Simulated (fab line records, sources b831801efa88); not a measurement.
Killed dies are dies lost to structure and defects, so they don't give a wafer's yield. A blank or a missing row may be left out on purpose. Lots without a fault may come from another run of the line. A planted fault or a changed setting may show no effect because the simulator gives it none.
A struck lot beside a sound one | flow sky130 | 15 steps out of a route of 708
Sound: wafers L433.3, L433.4, L433.6. Struck: wafers L437.4, L437.5, L437.6. The cause comes at the end.
At each step with rows: each side's tool, then ch and its chambers, then its first start. Under that, the readings that differ: sound wafers | struck wafers | difference of the means | sigmas: that difference in standard deviations of wafers without a fault.
alike: readings whose means differ by less than 2 such deviations, and words and numbers that are the same on both sides. not compared: withheld readings, readings that some wafer has no value for, bounds like >300 that may hide the same value, and numbers for which the record gives no deviation and whose values overlap.
The two part at a step that has a row with sigmas, a row that says differs or no value, or rows on one side only. Numbers that don't overlap but have no deviation are shown without sigmas and don't part them. A reading that every wafer of one side lacks parts them only if that side has two wafers or more.

first, 3 steps without rows for these wafers: SKY_CONTACT_EXPOSE_11 (exposes mask CTM1, target cd 170 nm); SKY_CONTACT_PEB_12; SKY_CONTACT_DEVELOP_13 (develop time 60 s).
SKY_CONTACT_CD_MEAS_14: target cd 170 nm.
  sound on cd_sem-02, day 32 08:13; struck on cd_sem-01, day 33 20:56
  alike: cd_nm
SKY_CONTACT_OVL_MEAS_15:
  sound on overlay-02, day 32 08:18; struck on overlay-02, day 33 21:01
  alike: CONTACT_OVL
SKY_CONTACT_ETCH_16: etches BARC in N2/H2, stops on SiO2, time 45.9 s, target depth 60 nm.
  sound on rie_diel-01 ch 0,2, day 32 08:20; struck on rie_diel-04 ch 0,1,2, day 33 21:02
  alike: drypump_motor_current_A, oes_product_au, throttle_valve_pct
  not compared: rf_hours_counter_h
SKY_CONTACT_ETCH_17: etches SiO2 in C4F8/O2/Ar, stops on Si3N4, target depth 340 nm.
  sound on rie_diel-01 ch 0,2, day 32 08:22; struck on rie_diel-04 ch 0,1,2, day 33 21:04
  alike: oes_product_au
SKY_CONTACT_ETCH_18: etches Si3N4 in CHF3/O2, stops on TiN, time 39 s, target depth 75 nm.
  sound on rie_diel-01 ch 0,2; struck on rie_diel-04 ch 0,1,2
  alike: O2_flow_sccm, drypump_motor_current_A, oes_product_au, throttle_valve_pct
  not compared: rf_hours_counter_h
SKY_CONTACT_STRIP_19: strips in O2/N2.
  sound on plasma_asher-03 ch 0,1, day 32 08:29; struck on plasma_asher-04 ch 0,1, day 33 21:11
  alike: drypump_motor_current_A, oes_product_au, strip_time_to_endpoint_s
  not compared: rf_hours_counter_h
then, 3 steps without rows for these wafers: SKY_CONTACT_STRIP_20 (strips in post etch residue remover, time 1200 s); SKY_CONTACT_CLEAN_21 (cleans in IPA, time 180 s); SKY_CONTACT_CLEAN_22 (cleans in O3/DIW).
SKY_CONTACT_SPUTTER_23: material TiN, target thk 20 nm, time 80 s.
  sound on pvd_sputter-02, day 32 09:07; struck on pvd_sputter-02, day 33 21:47
  no value came back on the struck wafers for cathode_dc_power_W (W), chamber_pressure_pa (Pa), throttle_valve_pct (%); on the sound wafers cathode_dc_power_W (W) reads 4000.3 3999.9 3999.6
SKY_CONTACT_CVD_24: deposits W, target thk 340 nm, time 102.12 s.
  sound on cvd_w-01 ch 0,1, day 32 09:13; struck on cvd_w-02 ch 0,1, day 33 21:53
  alike: heater_power_w
-- the record jumps here: 14 days lie between the struck wafers' starts before and after (it left off in module CONTACT and takes up again in module PAD_OPEN, whose first step shown is number 708 of the route) --
SKY_PAD_OPEN_PROBE_99:
  sound on prober-02, day 46 13:49; struck on prober-02, day 47 16:08
  reading            | sound    | struck      | difference | sigmas
  killed_at_contacts | 21 32 22 | 432 432 422 | +404       | +82
  killed_dies        | 83 86 71 | 492 492 492 | +412       | +47
  killed_on_rim      | 15 20 15 | 96 96 96    | +79        | +21
  alike: killed_at_M0_to_M3, killed_at_M4_up, killed_at_front_end, killed_at_other, killed_open, killed_short

WHERE THEY PART
First at SKY_CONTACT_SPUTTER_23; last, within this record, at SKY_PAD_OPEN_PROBE_99.

WHY: what the simulator had put in
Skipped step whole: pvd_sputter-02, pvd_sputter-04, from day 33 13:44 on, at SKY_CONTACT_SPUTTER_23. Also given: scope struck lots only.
